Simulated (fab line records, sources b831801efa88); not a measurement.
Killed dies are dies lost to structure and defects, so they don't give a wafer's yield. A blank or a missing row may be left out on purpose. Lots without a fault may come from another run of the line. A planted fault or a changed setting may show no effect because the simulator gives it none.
fab line records | flow gf180mcu
record lots=14 wafers=42 last_day=34
route steps=602 shown VT_IMPLANT@122 POLY_GATE@158 HV_LDD@180
lots that met no fault: from a run of the same line without faults
start_h: hours from the record's first day to the start of the lot's first wafer shown | wait_h: hours since the lot's step before | " the same as in the row above | L1.1+2: a row that stands for several wafers | - no value, or no start given | * or withheld: withheld | < > ~ a bound
route shown NAME@n: a module of which the file shows steps, and the number in the route of the first | usual: mean/standard deviation of fault-free wafers | same: alike in all rows | chamber/n: place in a boat | sites: the reading at each site | _std_site: their standard deviation | _edge_site: outer sites' mean less inner sites' | radius_mm: how far each site lies from the wafer's centre | mask NAME#n: copy n | behind: the tool/chamber that last shaped the wafer | hold: why the lot was held/for how many hours/how that ended | device: the transistor (n, p or np) that didn't switch | end of line: the same wafers' tests at the end of the route | a step without rows: its recipe alone | killed: dies lost to structure and defects at the first sort, not the wafer's yield | map: a wafer's dies, x killed, . not, _ none there
set.NAME: the setting as run; set.NAME@STEP: as run at that earlier step | model.NAME: the simulator's own value behind a step, which no gauge read
steps of the route over a sample of lots; a table a step, a row a wafer
services: from which hour (start_h, from the record's first day; less than 0 if before it) a tool's chamber was out of use, for how many hours, and why
## steps
# step GF_VT_IMPLANT_TW_MEAS_32
# usual VT_IMPLANT_3_TW=268.0/1.3
# columns lot.wafer tool chamber start_h wait_h VT_IMPLANT_3_TW
L566.3 film_metro-01 - 142.01 0.1 266.9
L566.5 " - " " 266.8
L566.6 " - " " 267.4
L568.1 film_metro-04 - 155.94 0.1 270.0
L568.2 " - " " 270.9
L568.5 " - " " 270.5
L569.1 film_metro-03 - 161.30 0.1 267.3
L569.3 " - " " 268.3
L569.5 " - " " 268.8
L570.2 film_metro-01 - 167.87 0.1 266.6
L570.3 " - " " 265.6
L570.5 " - " " 266.7
L572.2 film_metro-01 - 180.30 0.1 268.7
L572.5 " - " " 268.1
L572.6 " - " " 267.4
L573.2 film_metro-01 - 189.51 0.1 267.8
L573.4 " - " " 268.5
L573.6 " - " " 268.4
L574.1 film_metro-04 - 196.94 0.1 266.7
L574.3 " - " " 267.0
L574.6 " - " " 267.5
L576.4 film_metro-01 - 206.87 0.1 269.8
L576.5 " - " " 267.5
L576.6 " - " " 268.4
L581.3 film_metro-01 - 242.56 0.1 268.1
L581.4 " - " " 268.5
L581.6 " - " " 267.4
L585.1 film_metro-03 - 263.98 0.1 267.1
L585.5 " - " " 268.5
L585.6 " - " " 267.2
L586.1 film_metro-03 - 272.56 0.1 267.1
L586.2 " - " " 266.3
L586.4 " - " " 267.5
L587.1 film_metro-04 - 279.36 0.1 268.4
L587.4 " - " " 269.6
L587.5 " - " " 269.3
L588.2 film_metro-04 - 286.72 0.1 269.0
L588.4 " - " " 270.1
L588.5 " - " " 269.9
L589.1 film_metro-01 - 292.16 0.1 266.5
L589.2 " - " " 266.5
L589.3 " - " " 266.3
# step GF_POLY_GATE_THK_MEAS_01
# recipe reads=poly-Si_of_POLY_GATE_CVD_00
# usual POLY_GATE_CVD_00_THK=199.7/1.7
# columns lot.wafer tool chamber start_h wait_h POLY_GATE_CVD_00_THK[nm]
L566.3 film_metro-03 - 181.42 0.0 201.1
L566.5 " - " " 199.5
L566.6 " - " " 201.4
L568.1 film_metro-04 - 197.30 0.0 201.1
L568.2 " - " " 200.6
L568.5 " - " " 200.5
L569.1 film_metro-02 - 201.65 0.0 198.4
L569.3 " - " " 200.2
L569.5 " - " " 198.0
L570.2 film_metro-04 - 208.07 0.0 200.4
L570.3 " - " " 200.8
L570.5 " - " " 200.8
L572.2 film_metro-03 - 221.78 0.0 202.8
L572.5 " - " " 199.0
L572.6 " - " " 201.3
L573.2 film_metro-02 - 230.66 0.0 203.0
L573.4 " - " " 203.6
L573.6 " - " " 203.8
L574.1 film_metro-04 - 239.00 0.0 199.5
L574.3 " - " " 198.0
L574.6 " - " " 199.5
L576.4 film_metro-04 - 247.89 0.0 201.2
L576.5 " - " " 199.7
L576.6 " - " " 200.5
L581.3 film_metro-03 - 285.98 0.0 197.5
L581.4 " - " " 197.3
L581.6 " - " " 198.1
L585.1 film_metro-04 - 309.81 0.0 201.8
L585.5 " - " " 200.4
L585.6 " - " " 199.5
L586.1 film_metro-02 - 320.67 0.0 199.2
L586.2 " - " " 200.7
L586.4 " - " " 201.0
L587.1 film_metro-03 - 326.26 0.0 196.1
L587.4 " - " " 196.3
L587.5 " - " " 196.8
L588.2 film_metro-03 - 333.44 0.0 200.3
L588.4 " - " " 203.1
L588.5 " - " " 200.6
L589.1 film_metro-02 - 339.15 0.0 201.9
L589.2 " - " " 200.3
L589.3 " - " " 200.3
# step GF_HV_LDD_EXPOSE_04
# recipe mask_id=Nplus_LV_AREA target_cd_nm=400 na=0.6 source_shape=conventional sigma_outer=0.6 dose_mj=140
# usual exposure_dose_mJ_cm2=140.66/0.14 focus_offset_nm=-0.2/0.53 stage_vel_mm_s=500.04/0.23
# columns lot.wafer tool chamber start_h wait_h mask exposure_dose_mJ_cm2 focus_offset_nm stage_vel_mm_s
L566.3 iline_stepper-01 0 211.97 - Nplus_LV_AREA#0 140.53 0.0 500.32
L566.5 " 0 " " Nplus_LV_AREA#0 140.77 -0.5 499.85
L566.6 " 0 " " Nplus_LV_AREA#0 140.56 0.3 499.95
L568.1 iline_stepper-02 0 225.43 - Nplus_LV_AREA#0 140.88 -0.1 500.12
L568.2 " 0 " " Nplus_LV_AREA#0 140.88 -0.3 500.24
L568.5 " 0 " " Nplus_LV_AREA#0 140.89 -0.5 500.10
L569.1 iline_stepper-01 0 228.98 - Nplus_LV_AREA#0 140.51 0.0 500.15
L569.3 " 0 " " Nplus_LV_AREA#0 140.62 0.3 500.16
L569.5 " 0 " " Nplus_LV_AREA#0 140.88 1.0 500.03
L570.2 iline_stepper-02 0 236.50 - Nplus_LV_AREA#0 140.66 -0.3 499.66
L570.3 " 0 " " Nplus_LV_AREA#0 140.53 -0.5 499.92
L570.5 " 0 " " Nplus_LV_AREA#0 140.74 -0.7 499.67
L572.2 iline_stepper-01 0 250.20 - Nplus_LV_AREA#0 140.55 -0.4 500.19
L572.5 " 0 " " Nplus_LV_AREA#0 140.66 -1.3 500.06
L572.6 " 0 " " Nplus_LV_AREA#0 140.51 0.2 500.19
L573.2 iline_stepper-02 - 260.45 - Nplus_LV_AREA#0 - - -
L573.4 " - " " Nplus_LV_AREA#0 - - -
L573.6 " - " " Nplus_LV_AREA#0 - - -
L574.1 iline_stepper-02 - 269.90 - Nplus_LV_AREA#0 - - -
L574.3 " - " " Nplus_LV_AREA#0 - - -
L574.6 " - " " Nplus_LV_AREA#0 - - -
L576.4 iline_stepper-01 0 278.54 - Nplus_LV_AREA#0 140.73 0.5 500.02
L576.5 " 0 " " Nplus_LV_AREA#0 140.76 -0.2 499.90
L576.6 " 0 " " Nplus_LV_AREA#0 140.85 -0.3 499.82
L581.3 iline_stepper-02 0 319.05 - Nplus_LV_AREA#0 140.68 0.2 500.20
L581.4 " 0 " " Nplus_LV_AREA#0 140.75 0.2 500.34
L581.6 " 0 " " Nplus_LV_AREA#0 140.74 -0.3 499.87
L585.1 iline_stepper-02 0 344.33 - Nplus_LV_AREA#0 140.54 -0.5 500.15
L585.5 " 0 " " Nplus_LV_AREA#0 140.53 -1.0 500.27
L585.6 " 0 " " Nplus_LV_AREA#0 140.65 0.6 500.30
L586.1 iline_stepper-02 0 353.90 - Nplus_LV_AREA#0 140.64 -0.5 500.33
L586.2 " 0 " " Nplus_LV_AREA#0 140.95 -0.6 500.20
L586.4 " 0 " " Nplus_LV_AREA#0 140.88 -0.2 500.47
L587.1 iline_stepper-02 0 360.25 - Nplus_LV_AREA#0 140.62 -0.2 499.62
L587.4 " 0 " " Nplus_LV_AREA#0 140.67 -0.7 500.16
L587.5 " 0 " " Nplus_LV_AREA#0 140.56 -0.5 499.83
L588.2 iline_stepper-02 0 367.98 - Nplus_LV_AREA#0 140.34 -0.6 499.67
L588.4 " 0 " " Nplus_LV_AREA#0 140.39 -0.6 499.85
L588.5 " 0 " " Nplus_LV_AREA#0 140.52 -0.1 499.87
L589.1 iline_stepper-01 0 373.73 - Nplus_LV_AREA#0 140.62 0.3 500.07
L589.2 " 0 " " Nplus_LV_AREA#0 140.62 0.6 500.22
L589.3 " 0 " " Nplus_LV_AREA#0 140.76 0.6 500.33
# step GF_HV_LDD_STRIP_10
# recipe chemistry=O2/N2 power_w=1400 pressure_mtorr=1500 platen_temp_c=250 o2_flow_sccm=3000 n2_flow_sccm=300 overash_fraction=0.5
# usual drypump_motor_current_A=5.45/0.29 heater_power_w=354/40 oes_product_au=0.716/0.0044 strip_time_to_endpoint_s=12.62/0.03
# columns lot.wafer tool chamber start_h wait_h drypump_motor_current_A heater_power_w oes_product_au rf_hours_counter_h strip_time_to_endpoint_s
L566.3 plasma_asher-03 1 221.19 0.1 5.62 284 0.709 - 12.70
L566.5 " 1 " " 5.62 290 0.708 - 12.63
L566.6 " 0 " " 5.46 425 0.713 - 12.63
L568.1 plasma_asher-02 0 234.43 0.1 6.24 359 0.721 58 12.62
L568.2 " 1 " " 5.25 363 0.714 58 12.63
L568.5 " 1 " " 5.29 364 0.719 - 12.64
L569.1 plasma_asher-03 1 237.91 0.1 5.60 287 0.715 61 12.62
L569.3 " 0 " " 5.45 433 0.725 - 12.57
L569.5 " 0 " " 5.46 423 0.716 - 12.62
L570.2 plasma_asher-02 0 245.61 0.1 6.21 359 0.713 59 12.67
L570.3 " 0 " " 6.18 362 0.712 - 12.66
L570.5 " 1 " " 5.28 353 0.712 - 12.63
L572.2 plasma_asher-01 1 259.21 0.1 5.20 363 0.719 14 12.64
L572.5 " 0 " " 5.39 348 0.711 - 12.60
L572.6 " 1 " " 5.16 364 0.715 - 12.62
L573.2 plasma_asher-01 1 269.73 0.1 5.15 359 0.707 15 12.59
L573.4 " 0 " " 5.37 340 0.716 - 12.62
L573.6 " 0 " " 5.38 334 0.724 - 12.62
L574.1 plasma_asher-01 0 279.71 0.1 5.40 336 0.715 16 12.61
L574.3 " 0 " " 5.39 352 0.713 - 12.61
L574.6 " 0 " " 5.40 336 0.719 - 12.62
L576.4 plasma_asher-03 1 288.29 0.1 5.61 287 0.718 - 12.62
L576.5 " 1 " " 5.63 282 0.717 - 12.61
L576.6 " 0 " " 5.46 424 0.706 - 12.58
L581.3 plasma_asher-02 0 328.99 0.1 6.17 352 0.718 - 12.60
L581.4 " 1 " " 5.29 357 0.714 - 12.57
L581.6 " 1 " " 5.31 353 0.722 - 12.61
L585.1 plasma_asher-01 1 355.18 0.1 5.22 362 0.711 24 12.68
L585.5 " 0 " " 5.36 342 0.709 - 12.65
L585.6 " 1 " " 5.16 363 0.713 - 12.61
L586.1 plasma_asher-01 0 365.51 0.1 5.38 330 0.714 25 12.63
L586.2 " 1 " " 5.16 374 0.715 25 12.59
L586.4 " 0 " " 5.38 340 0.722 - 12.64
L587.1 plasma_asher-01 1 371.51 0.1 5.17 352 0.715 25 12.62
L587.4 " 1 " " 5.20 359 0.711 - 12.66
L587.5 " 1 " " 5.20 362 0.712 - 12.68
L588.2 plasma_asher-02 1 379.31 0.1 5.32 356 0.717 74 12.57
L588.4 " 0 " " 6.17 359 0.717 - 12.58
L588.5 " 1 " " 5.27 369 0.719 - 12.56
L589.1 plasma_asher-03 0 385.01 0.1 5.45 430 0.714 77 12.55
L589.2 " 1 " " 5.65 282 0.722 77 12.62
L589.3 " 0 " " 5.47 425 0.727 - 12.61
## services
# columns tool chamber start_h hours kind
plasma_asher-02 - 200.67 2.8 pm
iline_stepper-01 - 200.94 1.7 pm
plasma_asher-01 - 202.88 2.8 pm
iline_stepper-02 - 262.90 2.0 repair
iline_stepper-02 - 292.24 2.1 pm
iline_stepper-02 - 294.33 - consumable_replace:lamp
plasma_asher-03 - 301.44 1.8 repair
iline_stepper-02 - 303.46 3.3 repair
iline_stepper-01 - 307.52 6.8 repair
iline_stepper-01 0 350.11 - calibration
iline_stepper-02 0 362.71 - calibration
iline_stepper-02 - 374.87 1.7 pm
iline_stepper-01 - 378.08 15.7 repair
## key
first_sign step=GF_HV_LDD_EXPOSE_04 reading=tool_record direction=missing
effect none on later readings
met_at GF_HV_LDD_EXPOSE_04
struck_lots L573,L574
later_rows_left_out L573.2,L573.4,L573.6,L574.1,L574.3,L574.6
sort_left_out L573.2,L573.4,L573.6,L574.1,L574.3,L574.6
tester_left_out L573,L574
not_acting_at GF_VT_IMPLANT_TW_MEAS_32,GF_POLY_GATE_THK_MEAS_01,GF_HV_LDD_STRIP_10
onset_between 236.50 260.45
fault kind=skipped_step_whole tool=iline_stepper-02 chamber=- onset_h=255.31 steps=GF_HV_LDD_EXPOSE_04 scope=struck_lots_only
# tester_left_out: of these lots the tester's yield and bins aren't shown, on N5 and GAA mostly nor the transistor test; their killed dies are dies lost to structure and defects alone, not to doping, threshold or leakage, so they don't give the yield
# sort_left_out: the simulated sort isn't trusted on such a fault, so these wafers' sort isn't shown, and their yield isn't known
# later_rows_left_out: the simulator's readings of these wafers behind a module that went badly wrong aren't trusted and aren't shown, but for the sort
